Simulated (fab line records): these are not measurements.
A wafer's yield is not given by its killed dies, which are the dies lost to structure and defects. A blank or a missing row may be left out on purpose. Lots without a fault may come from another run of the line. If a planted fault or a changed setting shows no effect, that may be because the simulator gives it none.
fab line records ; flow gf180mcu
[record] lots = 24; wafers = 72; lastDay = 34
route steps=602 shown V2@397 M3@414 M4@459 V4@479
lots that met no fault: from a run of the same line without faults
startH: hours from the record's opening day to when the first of the lot's shown wafers began ; waitH: hours from the lot's prior step to this one ; " repeats the value in the row above ; L1.1+2: several wafers, shown together as one row ; - value missing, or start not given ; * or withheld: withheld ; < > ~ a bound
route shown NAME@n: a module of which the file shows steps, and the number in the route of the first ; usual: average and standard deviation across the fault-free wafers ; same: alike in all rows ; chamber/n: place in a boat ; sites: readings site by site ; _std_site: their standard deviation ; _edge_site: outer sites' mean less inner sites' ; radiusMm: for every site, how far away it sits from the centre of the wafer ; mask NAME#n: copy n ; behind: the last tool/chamber to shape the wafer ; hold: reason for holding the lot/hours on hold/outcome of the hold ; device: whichever transistor did not switch (one of n, p or np) ; end of line: the same wafers' tests at the end of the route ; for a step that has no rows: nothing shown but its recipe ; killed: count of dies lost to structure and defects at first sort (not the wafer's yield) ; map: per-die view of a wafer (x killed, . not killed, _ where there is no die)
set.NAME: the run value of the setting; set.NAME@STEP: its run value at that earlier step ; model.NAME: the simulator's own value behind a step, which no gauge read
the route's steps for a sample of lots (tables are steps, rows are wafers)
services: from which hour (startH, from the record's first day; less than 0 if before it) a tool's chamber was out of use, for how many hours, and why
[[steps]]
[step GF_V2_OVL_MEAS_15]
[usual] V2_OVL = 0/6
lot.wafer;tool;chamber;startH;waitH;V2_OVL[nm]
L074.1;overlay-02;-;458.52;0.1;13
L074.5;overlay-02;-;458.52;0.1;9
L074.6;overlay-02;-;458.52;0.1;13
L075.1;overlay-01;-;468.94;0.1;1
L075.3;overlay-01;-;468.94;0.1;5
L075.4;overlay-01;-;468.94;0.1;-2
L076.1;overlay-01;-;479.27;0.1;7
L076.4;overlay-01;-;479.27;0.1;7
L076.6;overlay-01;-;479.27;0.1;6
L077.2;overlay-02;-;492.02;0.1;-3
L077.4;overlay-02;-;492.02;0.1;0
L077.6;overlay-02;-;492.02;0.1;2
L078.1;overlay-02;-;501.79;0.1;-3
L078.2;overlay-02;-;501.79;0.1;-3
L078.3;overlay-02;-;501.79;0.1;-1
L079.1;overlay-02;-;509.22;0.1;-4
L079.2;overlay-02;-;509.22;0.1;0
L079.3;overlay-02;-;509.22;0.1;-3
L080.1;overlay-02;-;514.33;0.1;1
L080.2;overlay-02;-;514.33;0.1;1
L080.6;overlay-02;-;514.33;0.1;-2
L081.1;overlay-01;-;525.09;0.1;-10
L081.3;overlay-01;-;525.09;0.1;-14
L081.4;overlay-01;-;525.09;0.1;-2
L082.3;overlay-02;-;540.88;0.1;8
L082.5;overlay-02;-;540.88;0.1;3
L082.6;overlay-02;-;540.88;0.1;2
L083.2;overlay-01;-;544.47;0.1;5
L083.4;overlay-01;-;544.47;0.1;1
L083.6;overlay-01;-;544.47;0.1;4
L084.1;overlay-02;-;553.48;0.1;-1
L084.3;overlay-02;-;553.48;0.1;1
L084.4;overlay-02;-;553.48;0.1;4
L085.1;overlay-02;-;564.83;0.1;-7
L085.5;overlay-02;-;564.83;0.1;-3
L085.6;overlay-02;-;564.83;0.1;-9
L086.1;overlay-02;-;568.37;0.1;-4
L086.5;overlay-02;-;568.37;0.1;-1
L086.6;overlay-02;-;568.37;0.1;-4
L087.1;overlay-02;-;582.08;0.1;0
L087.3;overlay-02;-;582.08;0.1;0
L087.5;overlay-02;-;582.08;0.1;1
L088.2;overlay-02;-;584.49;0.1;-1
L088.3;overlay-02;-;584.49;0.1;-1
L088.4;overlay-02;-;584.49;0.1;1
L089.2;overlay-02;-;592.91;0.1;-7
L089.3;overlay-02;-;592.91;0.1;-9
L089.4;overlay-02;-;592.91;0.1;-6
L090.1;overlay-01;-;600.36;0.1;0
L090.2;overlay-01;-;600.36;0.1;-5
L090.5;overlay-01;-;600.36;0.1;-5
L091.2;overlay-01;-;604.02;0.1;15
L091.3;overlay-01;-;604.02;0.1;8
L091.5;overlay-01;-;604.02;0.1;5
L092.2;overlay-02;-;608.34;0.1;-11
L092.4;overlay-02;-;608.34;0.1;-11
L092.5;overlay-02;-;608.34;0.1;1
L093.1;overlay-02;-;618.48;0.1;1
L093.4;overlay-02;-;618.48;0.1;-1
L093.6;overlay-02;-;618.48;0.1;3
L094.1;overlay-02;-;627.91;0.1;7
L094.2;overlay-02;-;627.91;0.1;8
L094.3;overlay-02;-;627.91;0.1;5
L095.1;overlay-01;-;628.79;0.1;-1
L095.3;overlay-01;-;628.79;0.1;-6
L095.5;overlay-01;-;628.79;0.1;-5
L096.4;overlay-02;-;638.15;0.1;3
L096.5;overlay-02;-;638.15;0.1;11
L096.6;overlay-02;-;638.15;0.1;3
L097.2;overlay-01;-;645.47;0.1;-3
L097.4;overlay-01;-;645.47;0.1;0
L097.6;overlay-01;-;645.47;0.1;3
[step GF_V2_STRIP_18]
[recipe] chemistry = O2/N2; powerW = 1400; pressureMtorr = 1500; platenTempC = 250; o2FlowSccm = 3000; n2FlowSccm = 300; overashFraction = 0.5
[usual] drypumpMotorCurrentA = 5.4/0.47; heaterPowerW = 314/44; oesProductAu = 0.592/0.0044
lot.wafer;tool;chamber;startH;waitH;drypumpMotorCurrentA;heaterPowerW;oesProductAu;rfHoursCounterH
L074.1;plasmaAsher-02;0;458.68;-;6.1;299;0.587;80
L074.5;plasmaAsher-02;1;458.68;-;5.5;389;0.587;-
L074.6;plasmaAsher-02;0;458.68;-;6.1;305;0.590;-
L075.1;plasmaAsher-01;0;469.10;-;5.6;298;0.589;4
L075.3;plasmaAsher-01;1;469.10;-;4.8;270;0.603;-
L075.4;plasmaAsher-01;0;469.10;-;5.6;293;0.593;-
L076.1;plasmaAsher-02;0;479.43;-;6.1;310;0.596;82
L076.4;plasmaAsher-02;1;479.43;-;5.5;402;0.589;-
L076.6;plasmaAsher-02;1;479.43;-;5.5;398;0.595;-
L077.2;plasmaAsher-02;1;492.18;-;5.5;384;0.592;83
L077.4;plasmaAsher-02;1;492.18;-;5.5;397;0.600;-
L077.6;plasmaAsher-02;0;492.18;-;6.1;311;0.597;-
L078.1;plasmaAsher-01;1;501.95;-;4.8;273;0.590;8
L078.2;plasmaAsher-01;0;501.95;-;5.6;293;0.592;8
L078.3;plasmaAsher-01;0;501.95;-;5.6;288;0.592;-
L079.1;plasmaAsher-04;1;509.38;-;5.2;345;0.588;70
L079.2;plasmaAsher-04;0;509.38;-;4.7;281;0.590;70
L079.3;plasmaAsher-04;0;509.38;-;4.8;266;0.600;-
L080.1;plasmaAsher-01;0;514.50;-;5.6;288;0.597;9
L080.2;plasmaAsher-01;1;514.50;-;4.8;280;0.585;9
L080.6;plasmaAsher-01;0;514.50;-;5.6;290;0.588;-
L081.1;plasmaAsher-02;1;525.32;-;5.5;385;0.593;87
L081.3;plasmaAsher-02;1;525.32;-;5.5;388;0.590;-
L081.4;plasmaAsher-02;0;525.32;-;6.1;297;0.590;-
L082.3;plasmaAsher-01;1;541.06;-;4.8;284;0.594;-
L082.5;plasmaAsher-01;1;541.06;-;4.8;276;0.585;-
L082.6;plasmaAsher-01;0;541.06;-;5.6;291;0.587;-
L083.2;plasmaAsher-02;1;544.63;-;5.5;393;0.592;88
L083.4;plasmaAsher-02;1;544.63;-;5.5;399;0.591;-
L083.6;plasmaAsher-02;0;544.63;-;6.1;309;0.589;-
L084.1;plasmaAsher-02;0;553.65;-;6.1;307;0.603;89
L084.3;plasmaAsher-02;0;553.65;-;6.1;308;0.598;-
L084.4;plasmaAsher-02;1;553.65;-;5.5;385;0.596;-
L085.1;plasmaAsher-02;0;565.00;-;6.1;302;0.590;90
L085.5;plasmaAsher-02;0;565.00;-;6.1;310;0.593;-
L085.6;plasmaAsher-02;1;565.00;-;5.5;382;0.587;-
L086.1;plasmaAsher-01;0;568.53;-;5.6;297;0.590;15
L086.5;plasmaAsher-01;1;568.53;-;4.8;278;0.588;-
L086.6;plasmaAsher-01;0;568.53;-;5.6;296;0.590;-
L087.1;plasmaAsher-04;0;582.25;-;4.8;270;0.586;78
L087.3;plasmaAsher-04;0;582.25;-;4.8;277;0.591;-
L087.5;plasmaAsher-04;1;582.25;-;5.3;355;0.596;-
L088.2;plasmaAsher-02;0;584.65;-;6.1;301;0.596;92
L088.3;plasmaAsher-02;0;584.65;-;6.1;302;0.590;-
L088.4;plasmaAsher-02;1;584.65;-;5.5;384;0.585;-
L089.2;plasmaAsher-02;1;593.07;-;5.5;386;0.587;93
L089.3;plasmaAsher-02;0;593.07;-;6.1;296;0.593;-
L089.4;plasmaAsher-02;1;593.07;-;5.5;390;0.586;-
L090.1;plasmaAsher-02;0;600.53;-;6.1;303;0.594;94
L090.2;plasmaAsher-02;1;600.53;-;5.5;390;0.589;94
L090.5;plasmaAsher-02;1;600.53;-;5.5;396;0.597;-
L091.2;plasmaAsher-01;1;604.18;-;4.8;276;0.591;19
L091.3;plasmaAsher-01;1;604.18;-;4.8;262;0.589;-
L091.5;plasmaAsher-01;0;604.18;-;5.6;298;0.593;-
L092.2;plasmaAsher-01;1;608.50;-;4.8;278;0.587;19
L092.4;plasmaAsher-01;0;608.50;-;5.6;296;0.593;-
L092.5;plasmaAsher-01;0;608.50;-;5.6;294;0.595;-
L093.1;plasmaAsher-01;1;618.65;-;4.8;276;0.603;21
L093.4;plasmaAsher-01;1;618.65;-;4.8;274;0.594;-
L093.6;plasmaAsher-01;0;618.65;-;5.6;301;0.588;-
L094.1;plasmaAsher-01;1;628.08;-;4.8;280;0.595;22
L094.2;plasmaAsher-01;0;628.08;-;5.6;289;0.591;22
L094.3;plasmaAsher-01;0;628.08;-;5.6;293;0.592;-
L095.1;plasmaAsher-04;0;628.95;-;4.8;283;0.588;84
L095.3;plasmaAsher-04;1;628.95;-;5.2;356;0.587;-
L095.5;plasmaAsher-04;1;628.95;-;5.2;358;0.586;-
L096.4;plasmaAsher-01;1;638.33;-;4.8;271;0.589;-
L096.5;plasmaAsher-01;1;638.33;-;4.8;273;0.597;-
L096.6;plasmaAsher-01;0;638.33;-;5.6;289;0.593;-
L097.2;plasmaAsher-01;0;645.63;-;5.6;295;0.591;24
L097.4;plasmaAsher-01;0;645.63;-;5.6;291;0.593;-
L097.6;plasmaAsher-01;1;645.63;-;4.8;275;0.594;-
[step GF_V2_CMP_26]
[recipe] stopOn = SiO2; downForcePsi = 3.5; platenRpm = 60; tOverpolishS = 15; targetThkNm = 0; padVelocityMS = 0.94248
[usual] motorCurrentA = 10.9/0.58; overpolishRunS = 15.000/0.0091; retainingRingPressureFrac = 0.999/0.0047; timeToEndpointS = 87/3.6
lot.wafer;tool;chamber;startH;waitH;motorCurrentA;overpolishRunS;retainingRingPressureFrac;timeToEndpointS
L074.1;cmp-01;1;459.71;0.1;11.0;15.005;1.013;83
L074.6;cmp-01;3;459.71;0.1;10.7;15.005;1.007;86
L074.5;cmp-01;0;459.71;0.1;11.9;15.003;1.011;90
L075.4;cmp-01;0;470.03;0.0;11.8;14.997;1.001;87
L075.3;cmp-01;2;470.03;0.0;10.4;15.013;1.001;85
L075.1;cmp-01;3;470.03;0.0;10.8;15.003;0.999;83
L076.4;cmp-02;3;480.39;0.0;11.7;14.993;0.993;81
L076.1;cmp-02;0;480.39;0.0;10.5;15.001;1.004;85
L076.6;cmp-02;3;480.39;0.0;11.5;14.998;0.992;78
L077.4;cmp-02;2;493.12;0.0;10.3;14.991;1.003;93
L077.2;cmp-02;1;493.12;0.0;10.8;15.001;0.997;91
L077.6;cmp-02;2;493.12;0.0;9.7;14.987;1.000;90
L078.2;cmp-02;2;502.99;0.1;9.9;15.014;0.999;83
L078.1;cmp-02;3;502.99;0.1;11.4;14.988;0.999;81
L078.3;cmp-02;0;502.99;0.1;10.6;14.989;0.994;84
L079.3;cmp-01;3;510.36;0.0;10.8;14.995;1.007;83
L079.1;cmp-01;0;510.36;0.0;11.7;14.989;1.009;89
L079.2;cmp-01;2;510.36;0.0;10.8;14.999;1.002;86
L080.1;cmp-02;1;515.48;0.1;10.8;14.997;1.000;95
L080.2;cmp-02;3;515.48;0.1;11.0;15.005;0.990;92
L080.6;cmp-02;1;515.48;0.1;10.8;14.991;0.993;91
L081.4;cmp-01;0;526.25;0.0;11.5;15.013;0.998;91
L081.1;cmp-01;2;526.25;0.0;10.8;15.006;1.001;90
L081.3;cmp-01;3;526.25;0.0;10.8;15.002;0.996;87
L082.3;cmp-02;2;542.02;0.0;10.0;15.000;1.000;90
L082.5;cmp-02;2;542.02;0.0;10.1;15.009;0.992;89
L082.6;cmp-02;3;542.02;0.0;10.9;14.990;0.992;83
L083.2;cmp-02;0;545.56;0.0;10.5;15.001;1.003;91
L083.4;cmp-02;1;545.56;0.0;10.4;14.991;0.998;89
L083.6;cmp-02;0;545.56;0.0;10.1;14.997;1.004;90
L084.3;cmp-01;3;554.63;0.1;10.7;14.997;1.000;87
L084.4;cmp-01;0;554.63;0.1;11.6;14.990;0.998;86
L084.1;cmp-01;1;554.63;0.1;11.2;15.003;0.996;86
L085.1;cmp-01;2;565.93;0.1;10.3;15.004;1.001;88
L085.6;cmp-01;2;565.93;0.1;10.6;14.987;1.000;82
L085.5;cmp-01;3;565.93;0.1;11.3;15.023;0.990;88
L086.1;cmp-02;1;569.51;0.1;11.1;15.007;0.997;90
L086.6;cmp-02;0;569.51;0.1;9.7;15.002;0.999;91
L086.5;cmp-02;1;569.51;0.1;10.8;14.990;1.003;87
L087.1;cmp-02;1;583.21;0.1;11.0;14.990;0.995;85
L087.3;cmp-02;3;583.21;0.1;12.0;14.999;0.995;87
L087.5;cmp-02;2;583.21;0.1;10.0;14.994;0.999;89
L088.3;cmp-01;0;585.61;0.0;10.9;15.009;1.002;87
L088.2;cmp-01;1;585.61;0.0;11.3;15.011;0.996;86
L088.4;cmp-01;3;585.61;0.0;10.5;14.985;1.001;85
L089.2;cmp-01;2;594.05;0.1;10.5;15.007;0.997;88
L089.3;cmp-01;3;594.05;0.1;10.8;15.005;1.006;90
L089.4;cmp-01;0;594.05;0.1;11.3;15.006;1.001;91
L090.2;cmp-01;3;601.46;0.0;10.6;14.998;0.991;82
L090.1;cmp-01;1;601.46;0.0;11.3;14.987;0.997;85
L090.5;cmp-01;0;601.46;0.0;11.7;15.008;0.997;86
L091.3;cmp-02;1;605.11;0.0;10.7;15.008;0.992;82
L091.2;cmp-02;3;605.11;0.0;12.1;14.999;0.996;81
L091.5;cmp-02;1;605.11;0.0;10.8;15.004;0.993;86
L092.4;cmp-02;1;609.47;0.1;10.8;15.012;0.999;85
L092.2;cmp-02;3;609.47;0.1;11.7;15.006;1.004;83
L092.5;cmp-02;1;609.47;0.1;11.0;14.996;0.995;86
L093.4;cmp-01;1;619.57;0.0;11.0;14.997;1.002;88
L093.1;cmp-01;0;619.57;0.0;11.0;15.017;1.000;90
L093.6;cmp-01;2;619.57;0.0;10.1;14.992;0.997;87
L094.1;cmp-01;0;629.09;0.1;11.5;14.993;0.995;90
L094.3;cmp-01;1;629.09;0.1;10.8;15.018;1.009;89
L094.2;cmp-01;2;629.09;0.1;10.5;14.984;1.000;88
L095.3;cmp-02;0;629.91;0.0;10.4;15.009;1.003;84
L095.1;cmp-02;2;629.91;0.0;9.8;15.018;1.004;88
L095.5;cmp-02;1;629.91;0.0;10.9;14.993;0.999;84
L096.4;cmp-01;3;639.37;0.2;10.5;15.010;1.002;89
L096.5;cmp-01;0;639.37;0.2;11.1;14.997;0.999;93
L096.6;cmp-01;1;639.37;0.2;11.0;14.998;0.995;90
L097.4;cmp-01;1;646.61;0.1;11.7;14.991;1.003;89
L097.2;cmp-01;3;646.61;0.1;10.4;14.998;1.001;88
L097.6;cmp-01;1;646.61;0.1;10.8;15.009;0.997;93
[step GF_M3_RS_MEAS_05]
[recipe] thkMeasGauge = four-point-probe; reads = TiN_of_M3_SPUTTER_04+Ti_of_M3_SPUTTER_03+AlCu_of_M3_SPUTTER_02+TiN_of_M3_SPUTTER_01+Ti_of_M3_SPUTTER_00
[usual] M3_ALCU_RS = 0.0697/0.00092
lot.wafer;tool;chamber;startH;waitH;M3_ALCU_RS[ohm/sq]
L074.1;filmMetro-03;-;460.13;0.0;0.0698
L074.5;filmMetro-03;-;460.13;0.0;0.0690
L074.6;filmMetro-03;-;460.13;0.0;0.0685
L075.1;filmMetro-04;-;470.56;0.0;0.0689
L075.3;filmMetro-04;-;470.56;0.0;0.0709
L075.4;filmMetro-04;-;470.56;0.0;0.0698
L076.1;filmMetro-03;-;480.91;0.0;0.0694
L076.4;filmMetro-03;-;480.91;0.0;0.0682
L076.6;filmMetro-03;-;480.91;0.0;0.0690
L077.2;filmMetro-04;-;493.66;0.0;0.0690
L077.4;filmMetro-04;-;493.66;0.0;0.0674
L077.6;filmMetro-04;-;493.66;0.0;0.0685
L078.1;filmMetro-04;-;503.46;0.0;0.0687
L078.2;filmMetro-04;-;503.46;0.0;0.0693
L078.3;filmMetro-04;-;503.46;0.0;0.0690
L079.1;filmMetro-03;-;510.88;0.0;0.0695
L079.2;filmMetro-03;-;510.88;0.0;0.0695
L079.3;filmMetro-03;-;510.88;0.0;0.0692
L080.1;filmMetro-03;-;515.95;0.0;0.0692
L080.2;filmMetro-03;-;515.95;0.0;0.0697
L080.6;filmMetro-03;-;515.95;0.0;0.0687
L081.1;filmMetro-03;-;526.77;0.0;0.0706
L081.3;filmMetro-03;-;526.77;0.0;0.0703
L081.4;filmMetro-03;-;526.77;0.0;0.0712
L082.3;filmMetro-02;-;542.58;0.1;0.0702
L082.5;filmMetro-02;-;542.58;0.1;0.0690
L082.6;filmMetro-02;-;542.58;0.1;0.0704
L083.2;filmMetro-03;-;546.10;0.0;0.0702
L083.4;filmMetro-03;-;546.10;0.0;0.0685
L083.6;filmMetro-03;-;546.10;0.0;0.0692
L084.1;filmMetro-04;-;555.10;0.0;0.0717
L084.3;filmMetro-04;-;555.10;0.0;0.0712
L084.4;filmMetro-04;-;555.10;0.0;0.0715
L085.1;filmMetro-02;-;566.45;0.0;0.0701
L085.5;filmMetro-02;-;566.45;0.0;0.0690
L085.6;filmMetro-02;-;566.45;0.0;0.0697
L086.1;filmMetro-02;-;569.98;0.0;0.0695
L086.5;filmMetro-02;-;569.98;0.0;0.0691
L086.6;filmMetro-02;-;569.98;0.0;0.0691
L087.1;filmMetro-02;-;583.73;0.0;0.0703
L087.3;filmMetro-02;-;583.73;0.0;0.0694
L087.5;filmMetro-02;-;583.73;0.0;0.0707
L088.2;filmMetro-02;-;586.15;0.0;0.0709
L088.3;filmMetro-02;-;586.15;0.0;0.0697
L088.4;filmMetro-02;-;586.15;0.0;0.0692
L089.2;filmMetro-04;-;594.54;0.0;0.0688
L089.3;filmMetro-04;-;594.54;0.0;0.0704
L089.4;filmMetro-04;-;594.54;0.0;0.0708
L090.1;filmMetro-02;-;601.98;0.0;0.0688
L090.2;filmMetro-02;-;601.98;0.0;0.0708
L090.5;filmMetro-02;-;601.98;0.0;0.0698
L091.2;filmMetro-02;-;605.65;0.0;0.0700
L091.3;filmMetro-02;-;605.65;0.0;0.0677
L091.5;filmMetro-02;-;605.65;0.0;0.0687
L092.2;filmMetro-02;-;609.97;0.0;0.0694
L092.4;filmMetro-02;-;609.97;0.0;0.0696
L092.5;filmMetro-02;-;609.97;0.0;0.0694
L093.1;filmMetro-02;-;620.10;0.0;0.0711
L093.4;filmMetro-02;-;620.10;0.0;0.0706
L093.6;filmMetro-02;-;620.10;0.0;0.0710
L094.1;filmMetro-04;-;629.56;0.0;0.0700
L094.2;filmMetro-04;-;629.56;0.0;0.0698
L094.3;filmMetro-04;-;629.56;0.0;0.0690
L095.1;filmMetro-03;-;630.43;0.0;0.0686
L095.3;filmMetro-03;-;630.43;0.0;0.0704
L095.5;filmMetro-03;-;630.43;0.0;0.0697
L096.4;filmMetro-04;-;639.81;0.1;0.0689
L096.5;filmMetro-04;-;639.81;0.1;0.0696
L096.6;filmMetro-04;-;639.81;0.1;0.0711
L097.2;filmMetro-03;-;647.10;0.0;0.0705
L097.4;filmMetro-03;-;647.10;0.0;0.0701
L097.6;filmMetro-03;-;647.10;0.0;0.0703
[step GF_M4_SPUTTER_03]
[recipe] material = Ti; targetThkNm = 10; substrateTempC = 300; chamberPressurePa = 0.3; powerW = 3000; timeS = 6.7
[usual] cathodeDcPowerW = 2999.9/0.52; throttleValvePct = 29.4/0.82
lot.wafer;tool;chamber;startH;waitH;cathodeDcPowerW;throttleValvePct
L074.1;pvdSputter-03;-;510.79;0.0;3000.5;30.8
L074.5;pvdSputter-03;-;510.79;0.0;3000.5;30.8
L074.6;pvdSputter-03;-;510.79;0.0;2999.0;28.8
L075.1;pvdSputter-04;-;520.77;0.0;3000.0;29.2
L075.3;pvdSputter-04;-;520.77;0.0;2999.9;28.6
L075.4;pvdSputter-04;-;520.77;0.0;2999.5;30.1
L076.1;pvdSputter-04;-;531.21;0.0;3000.7;29.5
L076.4;pvdSputter-04;-;531.21;0.0;2999.6;29.6
L076.6;pvdSputter-04;-;531.21;0.0;2999.4;30.5
L077.2;pvdSputter-03;-;542.80;0.0;2999.8;28.8
L077.4;pvdSputter-03;-;542.80;0.0;3000.0;31.0
L077.6;pvdSputter-03;-;542.80;0.0;2998.9;27.9
L078.1;pvdSputter-02;-;552.33;0.0;3000.0;30.4
L078.2;pvdSputter-02;-;552.33;0.0;2998.9;30.0
L078.3;pvdSputter-02;-;552.33;0.0;3000.5;28.7
L079.1;pvdSputter-03;-;559.90;0.0;2999.3;29.1
L079.2;pvdSputter-03;-;559.90;0.0;2999.7;31.0
L079.3;pvdSputter-03;-;559.90;0.0;2999.4;28.7
L080.1;pvdSputter-02;-;565.02;0.0;3000.3;30.4
L080.2;pvdSputter-02;-;565.02;0.0;2999.3;28.7
L080.6;pvdSputter-02;-;565.02;0.0;2999.9;28.3
L081.1;pvdSputter-02;-;573.87;0.0;2999.9;28.4
L081.3;pvdSputter-02;-;573.87;0.0;3000.2;29.1
L081.4;pvdSputter-02;-;573.87;0.0;3000.0;30.4
L082.3;pvdSputter-02;-;589.57;0.0;3000.0;30.4
L082.5;pvdSputter-02;-;589.57;0.0;2999.5;28.5
L082.6;pvdSputter-02;-;589.57;0.0;2999.2;30.6
L083.2;pvdSputter-02;-;592.64;0.0;2999.7;28.6
L083.4;pvdSputter-02;-;592.64;0.0;2999.3;30.1
L083.6;pvdSputter-02;-;592.64;0.0;3000.2;28.4
L084.1;pvdSputter-03;-;601.57;0.0;2999.0;27.9
L084.3;pvdSputter-03;-;601.57;0.0;2999.3;28.5
L084.4;pvdSputter-03;-;601.57;0.0;3001.2;30.9
L085.1;pvdSputter-03;-;612.46;0.0;3000.7;30.6
L085.5;pvdSputter-03;-;612.46;0.0;3000.5;28.4
L085.6;pvdSputter-03;-;612.46;0.0;3000.0;28.8
L086.1;pvdSputter-04;-;615.09;0.0;3000.3;30.5
L086.5;pvdSputter-04;-;615.09;0.0;2999.7;29.6
L086.6;pvdSputter-04;-;615.09;0.0;2999.9;29.1
L087.1;pvdSputter-03;-;629.12;0.0;3000.4;30.6
L087.3;pvdSputter-03;-;629.12;0.0;3000.0;28.8
L087.5;pvdSputter-03;-;629.12;0.0;2999.8;28.5
L088.2;pvdSputter-04;-;630.52;0.0;2999.4;28.9
L088.3;pvdSputter-04;-;630.52;0.0;2999.6;29.5
L088.4;pvdSputter-04;-;630.52;0.0;3000.3;30.2
L089.2;pvdSputter-04;-;638.90;0.0;2999.5;29.1
L089.3;pvdSputter-04;-;638.90;0.0;2999.4;30.6
L089.4;pvdSputter-04;-;638.90;0.0;2999.9;29.8
L090.1;pvdSputter-03;-;645.94;0.0;3000.4;29.2
L090.2;pvdSputter-03;-;645.94;0.0;3000.5;28.4
L090.5;pvdSputter-03;-;645.94;0.0;2999.4;28.2
L091.2;pvdSputter-02;-;648.64;0.0;3000.6;30.3
L091.3;pvdSputter-02;-;648.64;0.0;3000.3;28.6
L091.5;pvdSputter-02;-;648.64;0.0;2999.6;28.4
L092.2;pvdSputter-03;-;653.60;0.0;3000.3;28.4
L092.4;pvdSputter-03;-;653.60;0.0;3000.1;28.1
L092.5;pvdSputter-03;-;653.60;0.0;3000.6;30.7
L093.1;pvdSputter-04;-;662.21;0.0;2999.8;30.6
L093.4;pvdSputter-04;-;662.21;0.0;2999.5;28.8
L093.6;pvdSputter-04;-;662.21;0.0;2999.7;29.8
L094.1;pvdSputter-04;-;670.80;0.0;2999.3;30.4
L094.2;pvdSputter-04;-;670.80;0.0;3000.2;29.5
L094.3;pvdSputter-04;-;670.80;0.0;2998.7;29.4
L095.1;pvdSputter-04;-;672.48;0.0;3000.3;29.3
L095.3;pvdSputter-04;-;672.48;0.0;2999.8;29.6
L095.5;pvdSputter-04;-;672.48;0.0;3000.2;29.6
L096.4;pvdSputter-04;-;682.07;0.0;3000.3;30.8
L096.5;pvdSputter-04;-;682.07;0.0;2999.7;30.4
L096.6;pvdSputter-04;-;682.07;0.0;2999.4;29.7
L097.2;pvdSputter-04;-;688.47;0.0;2999.6;30.3
L097.4;pvdSputter-04;-;688.47;0.0;2999.5;30.3
L097.6;pvdSputter-04;-;688.47;0.0;2999.1;28.8
[step GF_V4_THK_MEAS_03]
[recipe] reads = SiO2_of_V4_CVD_02
[usual] V4_CVD_02_THK = 846/11
lot.wafer;tool;chamber;startH;waitH;V4_CVD_02_THK[nm]
L074.1;filmMetro-04;-;534.42;0.0;831
L074.5;filmMetro-04;-;534.42;0.0;855
L074.6;filmMetro-04;-;534.42;0.0;845
L075.1;filmMetro-03;-;544.54;0.0;847
L075.3;filmMetro-03;-;544.54;0.0;836
L075.4;filmMetro-03;-;544.54;0.0;858
L076.1;filmMetro-01;-;555.16;0.0;833
L076.4;filmMetro-01;-;555.16;0.0;844
L076.6;filmMetro-01;-;555.16;0.0;852
L077.2;filmMetro-03;-;566.40;0.0;828
L077.4;filmMetro-03;-;566.40;0.0;855
L077.6;filmMetro-03;-;566.40;0.0;831
L078.1;filmMetro-01;-;575.29;0.0;851
L078.2;filmMetro-01;-;575.29;0.0;841
L078.3;filmMetro-01;-;575.29;0.0;839
L079.1;filmMetro-03;-;582.35;0.0;825
L079.2;filmMetro-03;-;582.35;0.0;837
L079.3;filmMetro-03;-;582.35;0.0;842
L080.1;filmMetro-01;-;587.09;0.0;851
L080.2;filmMetro-01;-;587.09;0.0;832
L080.6;filmMetro-01;-;587.09;0.0;852
L081.1;filmMetro-03;-;596.59;0.0;839
L081.3;filmMetro-03;-;596.59;0.0;848
L081.4;filmMetro-03;-;596.59;0.0;867
L082.3;filmMetro-03;-;611.06;0.1;851
L082.5;filmMetro-03;-;611.06;0.1;865
L082.6;filmMetro-03;-;611.06;0.1;858
L083.2;filmMetro-04;-;614.20;0.0;854
L083.4;filmMetro-04;-;614.20;0.0;852
L083.6;filmMetro-04;-;614.20;0.0;857
L084.1;filmMetro-01;-;622.64;0.0;823
L084.3;filmMetro-01;-;622.64;0.0;834
L084.4;filmMetro-01;-;622.64;0.0;848
L085.1;filmMetro-04;-;633.43;0.0;834
L085.5;filmMetro-04;-;633.43;0.0;850
L085.6;filmMetro-04;-;633.43;0.0;841
L086.1;filmMetro-04;-;636.65;0.0;839
L086.5;filmMetro-04;-;636.65;0.0;850
L086.6;filmMetro-04;-;636.65;0.0;858
L087.1;filmMetro-03;-;649.15;0.0;844
L087.3;filmMetro-03;-;649.15;0.0;823
L087.5;filmMetro-03;-;649.15;0.0;852
L088.2;filmMetro-01;-;652.07;0.0;842
L088.3;filmMetro-01;-;652.07;0.0;844
L088.4;filmMetro-01;-;652.07;0.0;851
L089.2;filmMetro-01;-;659.68;0.0;829
L089.3;filmMetro-01;-;659.68;0.0;838
L089.4;filmMetro-01;-;659.68;0.0;848
L090.1;filmMetro-04;-;666.73;0.0;855
L090.2;filmMetro-04;-;666.73;0.0;853
L090.5;filmMetro-04;-;666.73;0.0;875
L091.2;filmMetro-04;-;668.97;0.0;832
L091.3;filmMetro-04;-;668.97;0.0;849
L091.5;filmMetro-04;-;668.97;0.0;845
L092.2;filmMetro-03;-;674.04;0.0;839
L092.4;filmMetro-03;-;674.04;0.0;850
L092.5;filmMetro-03;-;674.04;0.0;849
L093.1;filmMetro-03;-;682.56;0.0;850
L093.4;filmMetro-03;-;682.56;0.0;861
L093.6;filmMetro-03;-;682.56;0.0;849
L094.1;filmMetro-03;-;689.90;0.1;844
L094.2;filmMetro-03;-;689.90;0.1;850
L094.3;filmMetro-03;-;689.90;0.1;861
L095.1;filmMetro-03;-;691.79;0.1;845
L095.3;filmMetro-03;-;691.79;0.1;852
L095.5;filmMetro-03;-;691.79;0.1;857
L096.4;filmMetro-04;-;702.28;0.0;844
L096.5;filmMetro-04;-;702.28;0.0;840
L096.6;filmMetro-04;-;702.28;0.0;859
L097.2;filmMetro-04;-;707.31;0.0;833
L097.4;filmMetro-04;-;707.31;0.0;850
L097.6;filmMetro-04;-;707.31;0.0;845
[[services]]
tool;chamber;startH;hours;kind
cmp-02;-;456.84;1.2;repair
pvdSputter-02;0;491.82;-;consumableReplace:kit
pvdSputter-02;0;491.82;18.0;scheduledDown
pvdSputter-03;-;498.31;9.0;repair
pvdSputter-03;2;512.49;-;consumableReplace:kit
pvdSputter-03;2;512.49;18.0;scheduledDown
pvdSputter-03;2;512.49;18.0;ventCycle
pvdSputter-04;-;525.69;0.6;repair
pvdSputter-03;-;543.99;0.9;repair
cmp-02;-;555.70;7.0;pm
pvdSputter-04;-;564.66;2.9;repair
cmp-02;-;572.00;4.0;pm
cmp-02;-;576.00;-;consumableReplace:conditioner
cmp-02;-;576.00;-;consumableReplace:pad
pvdSputter-03;-;582.79;2.5;repair
pvdSputter-02;-;592.74;3.1;repair
plasmaAsher-02;-;610.95;6.3;repair
cmp-02;-;676.12;16.4;pm
pvdSputter-03;1;680.63;-;consumableReplace:kit
pvdSputter-03;1;680.63;18.0;scheduledDown
pvdSputter-03;1;680.63;18.0;ventCycle
pvdSputter-04;3;683.65;-;consumableReplace:kit
pvdSputter-04;3;683.65;18.0;scheduledDown
pvdSputter-04;3;683.65;18.0;ventCycle
[[key]]
fault none
